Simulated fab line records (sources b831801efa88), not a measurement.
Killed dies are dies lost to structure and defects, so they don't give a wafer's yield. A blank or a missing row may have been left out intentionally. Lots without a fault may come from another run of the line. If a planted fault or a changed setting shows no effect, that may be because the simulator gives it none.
Split-lot study + flow sky130 + 23 wafers read across 5 lots, on a route 708 steps long

== ABOUT THE SPLIT ==
At SKY_CONTACT_COAT_08 (resist thk 60 nm), the setting spin-rpm was moved away from the recipe's 3000 rpm on 8 of the 23 wafers read, by -7.2% to +6.4%. The other wafers ran this setting at the recipe's value.

Between the split and the reading, the file records no step.

== THE READING ==
oes-product-au, in a.u., at SKY_CONTACT_ETCH_16 (etches BARC in N2/H2, stops on SiO2, time 45.9 s, target depth 60 nm). On this fab line, fault-free wafers typically give 0.855 a.u. with a standard deviation of 0.0048 a.u.

| wafer  | tool, chamber at the split | spin-rpm as run, rpm | against the recipe | oes-product-au, a.u. | against lot-mates on the recipe |
|--------|----------------------------|----------------------|--------------------|----------------------|---------------------------------|
| L074.1 | litho-track-01, 0          | 3000                 | recipe             | 0.860                | -                               |
| L074.2 | litho-track-01, 0          | 3000                 | recipe             | 0.855                | -                               |
| L074.3 | litho-track-01, 0          | 2783                 | -7.2%              | 0.879                | +0.022                          |
| L074.4 | litho-track-01, 0          | 3000                 | recipe             | 0.856                | -                               |
| L074.6 | litho-track-01, 0          | 2783                 | -7.2%              | 0.875                | +0.018                          |
| L077.1 | litho-track-03, 0          | 3000                 | recipe             | 0.849                | -                               |
| L077.2 | litho-track-03, 0          | 3000                 | recipe             | 0.850                | -                               |
| L077.3 | litho-track-03, 0          | 3000                 | recipe             | 0.849                | -                               |
| L077.4 | litho-track-03, 0          | 3000                 | recipe             | 0.843                | -                               |
| L077.5 | litho-track-03, 0          | 3000                 | recipe             | 0.852                | -                               |
| L079.1 | litho-track-04, 0          | 3000                 | recipe             | 0.852                | -                               |
| L079.4 | litho-track-04, 0          | 3000                 | recipe             | 0.855                | -                               |
| L079.5 | litho-track-04, 0          | 3000                 | recipe             | 0.862                | -                               |
| L080.1 | litho-track-03, 0          | 3000                 | recipe             | 0.851                | -                               |
| L080.2 | litho-track-03, 0          | 3178                 | +5.9%              | 0.841                | -0.014                          |
| L080.4 | litho-track-03, 0          | 3000                 | recipe             | 0.859                | -                               |
| L080.5 | litho-track-03, 0          | 3178                 | +5.9%              | 0.837                | -0.018                          |
| L080.6 | litho-track-03, 0          | 3178                 | +5.9%              | 0.838                | -0.017                          |
| L085.1 | litho-track-04, 0          | 3192                 | +6.4%              | 0.844                | -0.009                          |
| L085.2 | litho-track-04, 0          | 3192                 | +6.4%              | 0.832                | -0.021                          |
| L085.3 | litho-track-04, 0          | 3000                 | recipe             | 0.856                | -                               |
| L085.4 | litho-track-04, 0          | 3000                 | recipe             | 0.851                | -                               |
| L085.6 | litho-track-04, 0          | 3192                 | +6.4%              | 0.845                | -0.008                          |

FIT RESULTS
A straight line over all 23 wafers: oes-product-au changes by -0.00263 a.u. for each +1% of spin-rpm; r = -0.90; the points scatter about the line by 0.005 a.u.
The same after taking each lot's own level away (the mean of its wafers on the recipe; 23 wafers): -0.00252 a.u. for each +1%; r = -0.93; scatter 0.0039 a.u.
The reading moves by 0.018 a.u. for the largest change in spin-rpm, on that fit.
Measured against the standard deviation above, the lots' own levels, which go from 0.8486 to 0.8570 a.u., span 1.7 times it.
The two slopes agree, so the slope changes little with the lot-to-lot level.
Check: for one of the wafers moved furthest among these (-7.2%), held out of the fit, the line's prediction against its lot-mates is +0.0174 a.u. It came out at +0.022 a.u. against them.

== FURTHER SPLITS ON THESE WAFERS ==
Other splits were also applied to these wafers ahead of the reading. Each is held against what the fit with the lots' levels taken away leaves over:
| other split on the same wafers               | wafers away from the commonest value | r with oes-product-au (lot level and that fit taken away) |
|----------------------------------------------|--------------------------------------|-----------------------------------------------------------|
| SKY_LI_CONTACT_SPUTTER_19 time-s             | 8                                    | -0.26                                                     |
| SKY_LOCAL_INTERCONNECT_COAT_05 resist-thk-nm | 8                                    | +0.13                                                     |
| SKY_LOCAL_INTERCONNECT_ETCH_13 bias-w        | 8                                    | -0.06                                                     |
| SKY_CONTACT_HDPCVD_02 time-s                 | 5                                    | -0.05                                                     |

== THE FILE'S OWN FIT ==
oes-product-au changes by -0.00251 a.u. for each +1% of spin-rpm, r = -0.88.
